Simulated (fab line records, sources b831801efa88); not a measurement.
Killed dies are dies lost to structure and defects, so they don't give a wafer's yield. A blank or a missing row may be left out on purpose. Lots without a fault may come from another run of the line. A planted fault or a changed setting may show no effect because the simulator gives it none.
Chamber matching | flow sky130 | SKY_FIELD_ISO_ETCH_17 on rie_si-02: 4 sister chambers
The step etches Si in HBr/Cl2/O2, target depth 342 nm, time 101 s. 8 wafers are shown with their chamber, then 11 later ones without.

WAFERS WITH THEIR CHAMBER
wafer  | chamber | drypump_motor_current_A (A) | throttle_valve_pct (%)
L085.1 | 1       | 5.0                         | 25.641
L085.3 | 2       | 6.2                         | 25.653
L087.2 | 3       | 5.5                         | 25.683
L087.5 | 2       | 6.2                         | 25.658
L089.2 | 0       | 6.0                         | 25.640
L089.3 | 3       | 5.4                         | 25.675
L089.6 | 1       | 5.0                         | 25.651
L091.1 | 0       | 6.0                         | 25.651

WAFERS WITHOUT THEIR CHAMBER
wafer  | drypump_motor_current_A (A) | throttle_valve_pct (%)
L091.2 | 6.2                         | 25.672
L091.5 | 5.0                         | 25.649
L093.1 | 5.0                         | 25.654
L093.3 | 6.0                         | 25.659
L093.6 | 6.2                         | 25.673
L095.1 | 6.0                         | 25.675
L095.4 | 5.4                         | 25.671
L095.6 | 5.4                         | 25.672
L097.2 | 5.4                         | 25.686
L097.3 | 6.2                         | 25.663
L097.6 | 5.0                         | 25.667

WHICH CHAMBER EACH WENT THROUGH
wafer  | from the rows above     | in truth
L091.2 | 2                       | 2
L091.5 | 1                       | 1
L093.1 | 1                       | 1
L093.3 | 0                       | 0
L093.6 | 2                       | 2
L095.1 | can't be placed: 0 or 2 | 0
L095.4 | 3                       | 3
L095.6 | 3                       | 3
L097.2 | 3                       | 3
L097.3 | 2                       | 2
L097.6 | 1                       | 1
Placed correctly: 10 of 11. Can't be placed from these rows: 1 (the true chamber is among the candidates in 1). Placed wrongly: 0.
How it was worked out, from the rows above alone: a wafer's distance from a chamber is the root of the sum, over the readings, of the square of ((its reading less the chamber's mean) divided by the reading's scatter). The wafer belongs to the nearest chamber; if the next one is less than 2 further off, it can't be placed. A chamber's mean is the mean of its shown wafers. The scatter: the root of (the sum of the squares of (reading less its chamber's mean) over the shown wafers, divided by (wafers less chambers)).
